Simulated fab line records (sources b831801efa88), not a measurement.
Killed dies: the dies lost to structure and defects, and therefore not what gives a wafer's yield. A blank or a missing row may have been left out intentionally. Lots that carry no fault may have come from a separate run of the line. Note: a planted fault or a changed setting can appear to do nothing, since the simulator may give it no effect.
8D (eight disciplines) problem report, filled in by code | flow gf180mcu | the parts of the form that need people (team, actions taken, sign-off) are left out

## 1. WHAT IS WRONG
NSD_RS at GF_PSD_RS_MEAS_14 reads a mean of 42.80 ohm/sq on 6 wafers of 2 lots; wafers without a fault read 46.15 ohm/sq with a standard deviation of 0.11. That puts it -30 standard deviations away from the usual mean.
The step: measures by four-point-probe.
The first sign was on wafer L849.3 at day 18 20:54, on filmMetro-04. At this step, 36 wafers from 12 lots have a number in the record. Rule for "out" (also "out of limits"): further than 4 standard deviations from the usual mean. The rest of the wafers with a number are treated as sound.

## 2. WHAT IT IS; WHAT IT IS NOT
question                    | is                     | is not
which readings at this step | NSD_RS                 | -
which lots                  | L849, L851             | L836, L838, L839, L843, L845, L846, L848, L850, L857, L859
which wafers of those lots  | all that have a number | -
read on which gauges        | filmMetro-04           | filmMetro-02, filmMetro-03
when                        | from day 18 20:54      | up to then (21 sound wafers); but 9 sound wafers of L850, L857, L859 came after

## 3. SUSPECTS, AND WHAT RULES EACH OUT
Counting: a tool stays on the suspect list if, at a process step up to the reading, it processed all lots that are out and no sound lot following the first of them.
- the gauge at GF_PSD_RS_MEAS_14: ruled out. All the wafers that are out were read on filmMetro-04, but those of them that GF_PSD_RTA_13 has rows for are out there too, on other tools.
- rtpAnneal-01 at GF_PSD_RTA_13 (time 20 s): kept. Every lot that is out went through it, starting with L849 (day 18 20:48), and after that it ran no sound lot; the last sound lot it ran before then is L848 (day 18 05:07). Its own wafer_temp_C_max readings are out on those wafers.
Remaining after the count: rtpAnneal-01 at GF_PSD_RTA_13.

## 4. THE CAUSE (what the simulator had put in)
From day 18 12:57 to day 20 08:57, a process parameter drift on rtpAnneal-01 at GF_PSD_RTA_13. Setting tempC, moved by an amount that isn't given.
Counting left only this tool.

## 5. THE EFFECT CHAIN, in route order
Each row: a reading whose mean over the struck wafers that have a number lies more than 3 standard deviations from the usual. Only readings for which the record gives a usual standard deviation are gone through. hours: the time from each lot's start at the first step in this table that gives one to its start at this step, as a median over the lots. sigmas: the change in usual standard deviations.
hours | step              | reading          | usual         | on struck wafers | change | sigmas
0     | GF_PSD_RTA_13     | wafer_temp_C_max | 1029.1        | 1054.6           | +25.5  | +17
0     | GF_PSD_RS_MEAS_14 | NSD_RS           | 46.15 ohm/sq  | 42.80            | -3.35  | -30
0     | GF_PSD_RS_MEAS_15 | PSD_RS           | 108.59 ohm/sq | 98.94            | -9.65  | -34
It contains these process steps:
- GF_PSD_RTA_13: time 20 s.
At these later measuring or inspecting steps, every struck wafer for which the step has a row has a number for every such reading, and none has moved that far: GF_M3_THK_MEAS_06.

## 6. HOW IT WOULD HAVE BEEN CAUGHT EARLIER
In this record the first reading out of limits at a measuring or inspecting step was taken at day 18 20:54, 8 hours after the fault began at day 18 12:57.
Tool's own readings at GF_PSD_RTA_13, wafer_temp_C_max: out on all struck wafers the step has rows for; an alarm limit on them would have tripped on the first.
Of the lots that are out (2), L851 began GF_PSD_RTA_13 on rtpAnneal-01 after day 18 20:54. A tool hold placed at that time would have kept it from harm.
